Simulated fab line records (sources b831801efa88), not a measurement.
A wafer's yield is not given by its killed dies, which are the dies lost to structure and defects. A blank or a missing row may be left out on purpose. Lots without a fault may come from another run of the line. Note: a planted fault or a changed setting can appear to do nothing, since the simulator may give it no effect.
fab line records	flow sky130
record: lots: 12	wafers: 36	lastDay: 50
route steps=708 shown VT_ADJUST_HVTP@95 VT_ADJUST_LVTN@107 VT_ADJUST_PCH@150 GATE_OXIDE@198 PAD_OPEN@708
lots that met no fault: from a run of the same line without faults
startH: hours from the record's first day to the start of the lot's first wafer shown	waitH: hours from the lot's prior step to this one	" repeats the value in the row above	L1.1+2: several wafers, shown together as one row	- no value present, or no start provided	* or withheld: withheld	< > ~ a bound
route shown NAME@n: names a module that has steps shown in the file, with the first one's number in the route	usual: mean/standard deviation taken from wafers without a fault	same: alike in all rows	chamber/n: place in a boat	sites: per-site readings	_std_site: the values' standard deviation	_edge_site: the outer-site mean with the inner-site mean subtracted	radiusMm: for every site, how far away it sits from the centre of the wafer	mask NAME#n: copy n	behind: the most recent tool/chamber to have shaped the wafer	hold: why the lot went on hold/how many hours it stayed there/how the hold came to an end	device: names the non-switching transistor (n, p or np)	end of line: the tests these same wafers got at the end of their route	a step with no rows: only its recipe	killed: not the wafer's yield, but the dies lost to structure and defects at the first sort	map: a wafer's dies, marking killed ones x, the rest . and places with no die _
set.NAME: the setting the step ran with; set.NAME@STEP: the setting that earlier step ran with	model.NAME: the simulator's own value behind a step, which no gauge read
a sample of lots followed through the steps of the route, with each step as a table and each wafer as a row
services: a tool's chamber out of use, with start hour (startH, from the record's first day; less than 0 if before it), hours out, and reason
== steps ==
step: SKY_VT_ADJUST_HVTP_STRIP_10
recipe: chemistry: O2/N2	powerW: 1400	pressureMtorr: 1500	platenTempC: withheld	o2FlowSccm: 3000	n2FlowSccm: 300	overashFraction: 0.5
usual: chamberPressureMTorr: 1499.8/1.4	drypumpMotorCurrentA: 5.6/0.48	oesProductAu: 0.716/0.005	stripTimeToEndpointS: 14.19/0.043
lot.wafer	tool	chamber	startH	waitH	chamberPressureMTorr	drypumpMotorCurrentA	oesProductAu	rfHoursCounterH	stripTimeToEndpointS
L778.1	plasmaAsher-01	1	120.42	0.1	1499.3	5.8	0.717	32	14.26
L778.5	"	1	"	"	1500.5	5.8	0.717	-	14.20
L778.6	"	0	"	"	1497.5	5.2	0.712	-	14.21
L779.3	plasmaAsher-01	0	129.18	0.1	1498.9	5.2	0.718	-	14.24
L779.5	"	1	"	"	1499.9	5.8	0.713	-	14.22
L779.6	"	0	"	"	1498.9	5.2	0.713	-	14.27
L782.2	plasmaAsher-01	0	145.05	0.1	1500.5	5.2	0.717	34	14.17
L782.3	"	1	"	"	1499.6	5.9	0.708	-	14.17
L782.5	"	0	"	"	1499.8	5.2	0.720	-	14.14
L783.2	plasmaAsher-02	1	154.93	0.1	1498.1	4.9	0.723	45	14.15
L783.3	"	1	"	"	1498.3	4.9	0.716	-	14.17
L783.5	"	0	"	"	1501.5	6.4	0.720	-	14.15
L787.1	plasmaAsher-01	0	174.63	0.1	1499.3	5.2	0.719	37	14.15
L787.2	"	1	"	"	1498.5	5.8	0.722	37	14.19
L787.4	"	1	"	"	1501.8	5.8	0.720	-	14.15
L789.2	plasmaAsher-04	0	188.57	0.1	1500.8	5.6	0.712	7	14.10
L789.4	"	0	"	"	1503.3	5.6	0.719	-	14.15
L789.5	"	0	"	"	1499.8	5.6	0.710	-	14.20
L790.2	plasmaAsher-02	1	198.25	0.1	1500.5	4.8	0.713	48	14.16
L790.3	"	0	"	"	1500.3	6.4	0.720	-	14.21
L790.5	"	0	"	"	1498.6	6.4	0.720	-	14.19
L791.1	plasmaAsher-02	0	203.68	0.1	1498.9	6.4	0.708	49	14.21
L791.4	"	0	"	"	1502.3	6.4	0.717	-	14.23
L791.5	"	1	"	"	1498.6	4.9	0.714	-	14.21
L796.1	plasmaAsher-01	1	234.08	0.1	1498.4	5.8	0.717	43	14.22
L796.2	"	0	"	"	1498.9	5.2	0.707	43	14.21
L796.4	"	1	"	"	1500.8	5.8	0.718	-	14.23
L797.2	plasmaAsher-02	1	247.63	0.1	1500.3	4.8	0.715	53	14.12
L797.4	"	0	"	"	1498.1	6.4	0.707	-	14.10
L797.6	"	0	"	"	1500.2	6.4	0.717	-	14.10
L798.4	plasmaAsher-02	0	254.18	0.1	1499.2	6.4	0.708	-	14.19
L798.5	"	0	"	"	1501.1	6.4	0.709	-	14.22
L798.6	"	1	"	"	1500.5	4.9	0.717	-	14.20
L801.1	plasmaAsher-04	0	267.65	0.1	1501.8	5.6	0.710	14	14.19
L801.2	"	1	"	"	1498.3	5.9	0.722	14	14.22
L801.6	"	1	"	"	1499.6	5.8	0.715	-	14.21
step: SKY_VT_ADJUST_LVTN_TW_MEAS_10
usual: VT_ADJUST_LVTN_TW: 241.2/1.5
lot.wafer	tool	chamber	startH	waitH	VT_ADJUST_LVTN_TW
L778.1	filmMetro-01	-	138.76	0.1	240.6
L778.5	"	-	"	"	238.9
L778.6	"	-	"	"	239.0
L779.3	filmMetro-04	-	147.72	0.1	240.4
L779.5	"	-	"	"	241.2
L779.6	"	-	"	"	240.4
L782.2	filmMetro-01	-	164.57	0.1	240.2
L782.3	"	-	"	"	241.2
L782.5	"	-	"	"	240.3
L783.2	filmMetro-04	-	175.10	0.1	242.2
L783.3	"	-	"	"	241.3
L783.5	"	-	"	"	242.0
L787.1	filmMetro-02	-	195.64	0.1	243.0
L787.2	"	-	"	"	241.5
L787.4	"	-	"	"	241.8
L789.2	filmMetro-04	-	210.36	0.1	241.3
L789.4	"	-	"	"	241.1
L789.5	"	-	"	"	241.5
L790.2	filmMetro-01	-	219.91	0.1	241.6
L790.3	"	-	"	"	241.1
L790.5	"	-	"	"	241.5
L791.1	filmMetro-01	-	225.56	0.1	240.8
L791.4	"	-	"	"	240.8
L791.5	"	-	"	"	241.6
L796.1	filmMetro-02	-	257.00	0.1	244.5
L796.2	"	-	"	"	243.2
L796.4	"	-	"	"	242.2
L797.2	filmMetro-01	-	270.80	0.1	241.0
L797.4	"	-	"	"	239.8
L797.6	"	-	"	"	240.7
L798.4	filmMetro-01	-	278.18	0.1	238.6
L798.5	"	-	"	"	238.2
L798.6	"	-	"	"	238.6
L801.1	filmMetro-01	-	292.16	0.1	239.8
L801.2	"	-	"	"	239.7
L801.6	"	-	"	"	239.5
step: SKY_VT_ADJUST_PCH_OVL_MEAS_07
usual: VT_ADJUST_PCH_OVL: -0.6/1.5
lot.wafer	tool	chamber	startH	waitH	VT_ADJUST_PCH_OVL[nm]
L778.1	overlay-02	-	220.83	-	2.6
L778.5	"	-	"	"	2.4
L778.6	"	-	"	"	1.5
L779.3	overlay-01	-	232.14	-	-1.7
L779.5	"	-	"	"	-2.5
L779.6	"	-	"	"	-1.9
L782.2	overlay-02	-	250.82	-	-1.9
L782.3	"	-	"	"	-1.2
L782.5	"	-	"	"	-2.2
L783.2	overlay-01	-	261.23	-	-4.5
L783.3	"	-	"	"	-3.5
L783.5	"	-	"	"	-0.5
L787.1	overlay-02	-	285.44	-	-1.5
L787.2	"	-	"	"	0.1
L787.4	"	-	"	"	0.8
L789.2	overlay-01	-	304.78	-	-2.0
L789.4	"	-	"	"	0.2
L789.5	"	-	"	"	-1.5
L790.2	overlay-02	-	315.77	-	0.9
L790.3	"	-	"	"	0.6
L790.5	"	-	"	"	1.8
L791.1	overlay-02	-	322.43	-	-1.6
L791.4	"	-	"	"	-2.2
L791.5	"	-	"	"	-1.0
L796.1	overlay-02	-	358.78	-	-1.2
L796.2	"	-	"	"	-1.6
L796.4	"	-	"	"	-0.9
L797.2	overlay-01	-	375.53	-	-0.4
L797.4	"	-	"	"	-2.4
L797.6	"	-	"	"	-1.6
L798.4	overlay-01	-	383.83	-	0.5
L798.5	"	-	"	"	-0.5
L798.6	"	-	"	"	0.6
L801.1	overlay-02	-	400.73	-	-1.9
L801.2	"	-	"	"	-3.2
L801.6	"	-	"	"	-0.7
step: SKY_GATE_OXIDE_IMPLANT_11
recipe: species: B	energyKev: 10	doseCm2: 2.6e+12	tiltDeg: withheld
usual: beamEnergyKeV: 10.000/0.0031	doseIonsCm2: 2.6001e+12/2.7e+09	endStationPressureTorr: 5e-06/2.9e-07
lot.wafer	tool	chamber	startH	waitH	beamEnergyKeV	doseIonsCm2	endStationPressureTorr
L778.1	implanter-03	0	309.49	0.0	9.999	2.5971e+12	4.87e-06
L778.5	"	0	"	"	10.001	2.5985e+12	5.06e-06
L778.6	"	0	"	"	10.001	2.5995e+12	4.76e-06
L779.3	implanter-01	0	317.48	0.1	10.009	2.5997e+12	4.72e-06
L779.5	"	0	"	"	10.001	2.6014e+12	5.25e-06
L779.6	"	0	"	"	10.000	2.6047e+12	4.87e-06
L782.2	implanter-01	0	330.95	0.0	10.001	2.5968e+12	4.89e-06
L782.3	"	0	"	"	9.999	2.5997e+12	4.78e-06
L782.5	"	0	"	"	10.001	2.5968e+12	4.87e-06
L783.2	implanter-03	0	348.14	0.0	9.998	2.6038e+12	5.1e-06
L783.3	"	0	"	"	9.999	2.6011e+12	4.66e-06
L783.5	"	0	"	"	10.002	2.5989e+12	5.32e-06
L787.1	implanter-03	0	377.68	0.0	10.002	2.5984e+12	5.2e-06
L787.2	"	0	"	"	10.004	2.5996e+12	4.2e-06
L787.4	"	0	"	"	10.001	2.5979e+12	5.09e-06
L789.2	implanter-01	0	395.90	0.0	10.004	2.599e+12	4.53e-06
L789.4	"	0	"	"	10.002	2.5989e+12	5.08e-06
L789.5	"	0	"	"	10.004	2.6015e+12	5.02e-06
L790.2	implanter-04	0	407.81	0.1	9.997	2.6019e+12	4.92e-06
L790.3	"	0	"	"	9.994	2.5991e+12	5.39e-06
L790.5	"	0	"	"	9.993	2.6008e+12	4.78e-06
L791.1	implanter-01	0	414.41	0.0	9.998	2.5994e+12	5.51e-06
L791.4	"	0	"	"	9.999	2.5997e+12	4.61e-06
L791.5	"	0	"	"	9.995	2.6051e+12	4.57e-06
L796.1	implanter-03	0	454.97	0.0	10.003	2.5992e+12	5.01e-06
L796.2	"	0	"	"	10.002	2.5967e+12	5.19e-06
L796.4	"	0	"	"	9.998	2.5982e+12	4.78e-06
L797.2	implanter-01	0	474.06	0.0	11.538	2.5951e+12	4.74e-06
L797.4	"	0	"	"	11.539	2.5994e+12	4.74e-06
L797.6	"	0	"	"	11.538	2.6031e+12	5.12e-06
L798.4	implanter-01	0	481.95	0.1	11.547	2.5985e+12	4.87e-06
L798.5	"	0	"	"	11.545	2.6011e+12	5.29e-06
L798.6	"	0	"	"	11.546	2.6021e+12	5.35e-06
L801.1	implanter-03	0	500.06	0.0	9.998	2.6027e+12	5.17e-06
L801.2	"	0	"	"	10.002	2.6018e+12	5.21e-06
L801.6	"	0	"	"	9.998	2.5994e+12	5.17e-06
step: SKY_GATE_OXIDE_TW_MEAS_14
usual: GATE_OXIDE_TW: 223.8/1.5
lot.wafer	tool	chamber	startH	waitH	GATE_OXIDE_TW
L778.1	filmMetro-01	-	309.86	0.1	223.2
L778.5	"	-	"	"	222.5
L778.6	"	-	"	"	223.0
L779.3	filmMetro-01	-	317.81	0.1	224.0
L779.5	"	-	"	"	223.4
L779.6	"	-	"	"	223.3
L782.2	filmMetro-01	-	331.30	0.1	223.1
L782.3	"	-	"	"	223.3
L782.5	"	-	"	"	222.7
L783.2	filmMetro-02	-	348.48	0.1	225.0
L783.3	"	-	"	"	226.3
L783.5	"	-	"	"	226.0
L787.1	filmMetro-02	-	378.05	0.1	224.4
L787.2	"	-	"	"	224.0
L787.4	"	-	"	"	224.0
L789.2	filmMetro-03	-	396.24	0.1	222.4
L789.4	"	-	"	"	223.6
L789.5	"	-	"	"	222.0
L790.2	filmMetro-03	-	408.27	0.1	222.2
L790.3	"	-	"	"	223.5
L790.5	"	-	"	"	222.2
L791.1	filmMetro-03	-	414.76	0.1	222.5
L791.4	"	-	"	"	222.2
L791.5	"	-	"	"	222.3
L796.1	filmMetro-01	-	455.33	0.1	222.7
L796.2	"	-	"	"	223.8
L796.4	"	-	"	"	223.8
L797.2	filmMetro-01	-	474.40	0.1	227.8
L797.4	"	-	"	"	228.9
L797.6	"	-	"	"	229.4
L798.4	filmMetro-01	-	482.26	0.1	229.2
L798.5	"	-	"	"	230.9
L798.6	"	-	"	"	229.6
L801.1	filmMetro-02	-	500.41	0.1	226.2
L801.2	"	-	"	"	224.7
L801.6	"	-	"	"	224.2
step: SKY_PAD_OPEN_PROBE_99
usual: killed_at_M0_to_M3: 43/6.8	killed_at_M4_up: 3.2/1.8	killedAtContacts: 24/5.2	killedAtFrontEnd: 15/4.2	killedAtOther: 0.4/0.62	killedDies: 85/8.7	killedOpen: 46/6.7	killedShort: 39/5.9
same: grossDies: 492	killedAtBackSide: 0
lot.wafer	tool	chamber	startH	waitH	killed_at_M0_to_M3	killed_at_M4_up	killedAtContacts	killedAtFrontEnd	killedAtOther	killedDies	killedOpen	killedShort
L790.2	prober-01	-	1139.75	0.1	47	4	25	11	0	87	41	46
L790.3	prober-01	-	1139.80	0.2	48	4	23	7	0	82	44	38
L790.5	prober-01	-	1139.90	0.2	45	0	20	13	0	78	49	29
L796.1	prober-02	-	1173.28	0.1	37	5	33	16	1	92	54	37
L796.2	prober-02	-	1173.33	0.1	31	2	33	15	0	81	40	40
L796.4	prober-02	-	1173.43	0.2	37	5	28	20	2	92	42	49
killed by level:class
L790.2 VIA1:geometricParticle:open=15 VIA3:geometricParticle:short=11 CONTACT:geometricParticle:short=8 CONTACT:geometricParticle:open=8 LI_CONTACT:geometricParticle:open=6 VIA2:geometricParticle:open=5 POLY_GATE:geometricParticle:short=4 VIA1:geometricParticle:short=4
L790.3 VIA1:geometricParticle:open=15 VIA2:geometricParticle:open=7 CONTACT:geometricParticle:open=6 VIA3:geometricParticle:open=6 VIA2:geometricParticle:short=5 LI_CONTACT:geometricParticle:open=5 CONTACT:geometricParticle:short=5 VIA1:geometricParticle:short=5
L790.5 CONTACT:geometricParticle:open=11 VIA2:geometricParticle:open=10 VIA1:geometricParticle:open=10 LI_CONTACT:geometricParticle:open=6 METAL1:geometricParticle:short=6 VIA2:geometricParticle:short=6 FIELD_ISO:geometricParticle:open=4 POLY_GATE:geometricParticle:short=4
L796.1 CONTACT:geometricParticle:open=14 VIA1:geometricParticle:open=12 METAL1:geometricParticle:short=7 FIELD_ISO:geometricParticle:open=6 LI_CONTACT:geometricParticle:open=6 CONTACT:geometricParticle:short=6 LI_CONTACT:geometricParticle:short=4 METAL4:geometricParticle:short=4
L796.2 CONTACT:geometricParticle:open=10 LI_CONTACT:geometricParticle:open=9 METAL1:geometricParticle:short=6 VIA2:geometricParticle:open=5 POLY_GATE:geometricParticle:short=5 LOCAL_INTERCONNECT:geometricParticle:short=5 CONTACT:geometricParticle:short=5 VIA1:geometricParticle:short=5
L796.4 CONTACT:geometricParticle:open=9 VIA1:geometricParticle:open=7 CONTACT:geometricParticle:short=7 FIELD_ISO:geometricParticle:short=6 VIA1:geometricParticle:short=6 METAL1:geometricParticle:short=5 METAL2:geometricParticle:short=5 POLY_GATE:geometricParticle:short=4
== services ==
tool	chamber	startH	hours	kind
plasmaAsher-04	-	108.75	9.0	pm
implanter-01	-	122.25	1.6	repair
implanter-04	-	136.49	4.0	repair
plasmaAsher-04	-	141.71	4.5	repair
implanter-04	-	147.27	163.1	pm
plasmaAsher-02	-	155.94	14.6	pm
implanter-03	-	189.38	0.7	repair
plasmaAsher-04	-	195.30	4.3	repair
implanter-01	-	222.65	4.8	repair
plasmaAsher-01	-	284.15	28.1	pm
implanter-03	-	294.63	1.0	repair
plasmaAsher-04	-	309.93	2.8	pm
implanter-04	-	310.33	3.5	pm
implanter-03	-	331.24	1.9	repair
plasmaAsher-02	-	337.13	1.2	repair
implanter-01	-	338.40	5.3	repair
implanter-01	-	349.03	3.5	repair
implanter-01	-	352.56	3.8	pm
implanter-03	-	354.70	3.4	pm
plasmaAsher-01	-	359.54	2.6	repair
plasmaAsher-01	-	366.70	0.4	repair
plasmaAsher-01	-	407.28	2.8	pm
implanter-03	-	437.06	1.8	pm
implanter-03	-	449.85	2.4	repair
== key ==
firstSign: step: SKY_GATE_OXIDE_IMPLANT_11	reading: beamEnergyKeV	direction: up	sigmas: 99+	usual: *	struck: *
effect: step: SKY_GATE_OXIDE_TW_MEAS_14	reading: GATE_OXIDE_TW	direction: up	sigmas: 3.8	usual: 223.8	struck: 229.3
metAt SKY_GATE_OXIDE_IMPLANT_11
struckLots L797,L798
testerLeftOut L797,L798
notActingAt SKY_VT_ADJUST_HVTP_STRIP_10,SKY_VT_ADJUST_LVTN_TW_MEAS_10,SKY_VT_ADJUST_PCH_OVL_MEAS_07
onsetBetween 414.41 474.06
fault: kind: processParameterDrift	tool: implanter-01	chamber: -	onsetH: 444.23	steps: SKY_GATE_OXIDE_IMPLANT_11	channel: energyKev	offset: *	shape: step	endH: 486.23	actsIn: *	stated: *
testerLeftOut: of these lots the tester's yield and bins aren't shown, on N5 and GAA mostly nor the transistor test; their killed dies are dies lost to structure and defects alone, not to doping, threshold or leakage, so they don't give the yield
